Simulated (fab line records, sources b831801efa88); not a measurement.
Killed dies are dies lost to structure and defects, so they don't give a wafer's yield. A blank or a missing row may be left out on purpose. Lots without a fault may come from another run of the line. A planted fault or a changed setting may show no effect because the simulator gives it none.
Problem report in the 8D (eight disciplines) form, filled by code | flow sky130 | the parts of the form that need people (team, actions taken, sign-off) are left out

1. THE PROBLEM
strip_time_to_endpoint_s at SKY_CAPM_STRIP_14 reads a mean of 14.14 s on 6 wafers of 2 lots; wafers without a fault read 12.60 s with a standard deviation of 0.043. That is +36 standard deviations from the usual mean.
The step: strips in O2/N2.
First seen on wafer L722.1, day 42 04:35, on plasma_asher-04. The record holds 33 wafers of 11 lots with a number at this step. Rule for "out", or "out of limits": more than 4 standard deviations from the usual mean. The other wafers with a number count as sound.

2. WHAT IT IS AND WHAT IT IS NOT
question                    | is                               | is not
which readings at this step | strip_time_to_endpoint_s         | drypump_motor_current_A
which lots                  | L722, L723                       | L710, L712, L714, L716, L717, L721, L727, L728, L729
which wafers of those lots  | all that have a number           | -
read on which tools         | plasma_asher-03, plasma_asher-04 | plasma_asher-02
when                        | from day 42 04:35                | up to then (18 sound wafers); but 9 sound wafers of L727, L728, L729 came after

3. SUSPECTS, AND WHAT RULES EACH OUT
Counting: a tool at a process step up to the reading stays a suspect if it ran every lot that is out and no sound lot after the first of them.
- rie_metal-03 at SKY_CAPM_METAL_ETCH_13 (etches TiN in Cl2/BCl3, stops on SiO2, target depth 220 nm, time 62.9 s): ruled out as a lasting fault. Sound lots L727, L729 ran on it after its first lot that is out, L722 (day 42 04:30).
Left after counting: nothing in the record.

4. THE CAUSE (what the simulator had put in)
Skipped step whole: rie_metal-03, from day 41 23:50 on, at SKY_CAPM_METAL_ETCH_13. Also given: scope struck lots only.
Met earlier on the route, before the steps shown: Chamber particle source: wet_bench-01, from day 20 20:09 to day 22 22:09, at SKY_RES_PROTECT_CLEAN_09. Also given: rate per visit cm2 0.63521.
Counting ruled it out, wrongly: the rule takes a fault to strike every lot that its tool runs from its start on, and this one did not.

5. THE CHAIN OF EFFECTS, in route order
Each row: a reading whose mean over the struck wafers that have a number lies more than 3 standard deviations from the usual. Only readings for which the record gives a usual standard deviation are gone through. hours: the time from each lot's start at the first step in this table that gives one to its start at this step, as a median over the lots. sigmas: the change in usual standard deviations.
hours | step                  | reading                  | usual   | on struck wafers | change | sigmas
0     | SKY_CAPM_STRIP_14     | strip_time_to_endpoint_s | 12.60 s | 14.14            | +1.54  | +36
177   | SKY_PAD_OPEN_PROBE_99 | killed_at_other          | 0.3     | 416.3            | +416.0 | +99 or more
177   | SKY_PAD_OPEN_PROBE_99 | killed_dies              | 84      | 492              | +408   | +43
177   | SKY_PAD_OPEN_PROBE_99 | killed_on_rim            | 16      | 96               | +80    | +24
The process steps in it:
- SKY_CAPM_STRIP_14: strips in O2/N2.
- SKY_PAD_OPEN_PROBE_99
Readings that are blank on the struck wafers while sound wafers have them: bcl3_flow_sccm at SKY_CAPM_METAL_ETCH_13; bias_w at SKY_CAPM_METAL_ETCH_13; drypump_motor_current_A at SKY_CAPM_METAL_ETCH_13; oes_product_au at SKY_CAPM_METAL_ETCH_13; throttle_valve_pct at SKY_CAPM_METAL_ETCH_13.

6. WHAT WOULD HAVE CAUGHT IT SOONER
In this record the first reading out of limits was taken at day 42 04:35, 5 hours after the fault began at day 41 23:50.
At SKY_CAPM_METAL_ETCH_13 the tool's readings are blank on the struck wafers, where sound wafers have them: an empty tool record is the first sign, and it was there at once.
